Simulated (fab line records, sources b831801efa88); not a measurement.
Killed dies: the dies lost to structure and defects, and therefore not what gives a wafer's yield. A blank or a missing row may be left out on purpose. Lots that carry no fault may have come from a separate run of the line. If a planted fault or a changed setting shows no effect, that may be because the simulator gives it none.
Which tool was responsible? + flow sky130 + route of 708 steps, sampled at 1 step: 12 lots, 36 wafers

WHAT THE GAUGES SHOWED, per wafer
SKY_FIELD_ISO_THK_MEAS_02.
| lot  | measured    | on            | FIELD_ISO_OXIDATION_00_THK (nm) |
|------|-------------|---------------|---------------------------------|
| L075 | day 1 17:41 | film_metro-04 | 12.00 11.93 11.94               |
| L077 | day 2 02:38 | film_metro-04 | 12.08 11.97 11.91               |
| L079 | day 2 12:38 | film_metro-01 | 11.84 12.09 12.11               |
| L081 | day 2 23:01 | film_metro-03 | 11.98 12.01 11.81               |
| L083 | day 3 08:38 | film_metro-01 | 11.98 12.15 12.10               |
| L085 | day 3 18:38 | film_metro-01 | 12.36 11.92 12.22               |
| L087 | day 4 04:38 | film_metro-03 | 12.15 12.23 12.31               |
| L089 | day 4 17:04 | film_metro-04 | 11.90 11.73 12.01               |
| L091 | day 5 01:28 | film_metro-01 | 11.56 11.69 11.54               |
| L093 | day 5 12:23 | film_metro-04 | 12.07 12.17 12.15               |
| L095 | day 5 21:16 | film_metro-04 | 12.16 12.31 12.18               |
| L097 | day 6 06:39 | film_metro-03 | 12.08 11.84 12.00               |

WHAT TOOL EACH LOT RAN ON (gives the tool, then ch and the chambers of the sampled wafers, and finally the start)
The record shows no process step preceding these readings.

THE ANSWER, worked out from the rows above alone
Rule: what is usual is taken from the lots themselves. The widest of any qualifying gaps counts: lots, ordered by their means at a reading, are off when they make up no more than a third of the lots, leave a main group of 4 or more, and stand apart from it by 3 or more times the standard deviation of that group's means. The tables above print the reading to a certain number of digits; a main group whose means all agree to those digits is not used. Also off: a lot with no number at a reading for which 4 or more lots have one. The other lots that the step has rows for count as sound.
No lot is off on any of the readings shown, so nothing can be concluded from this.

WHAT THE SIMULATOR HAD INSERTED
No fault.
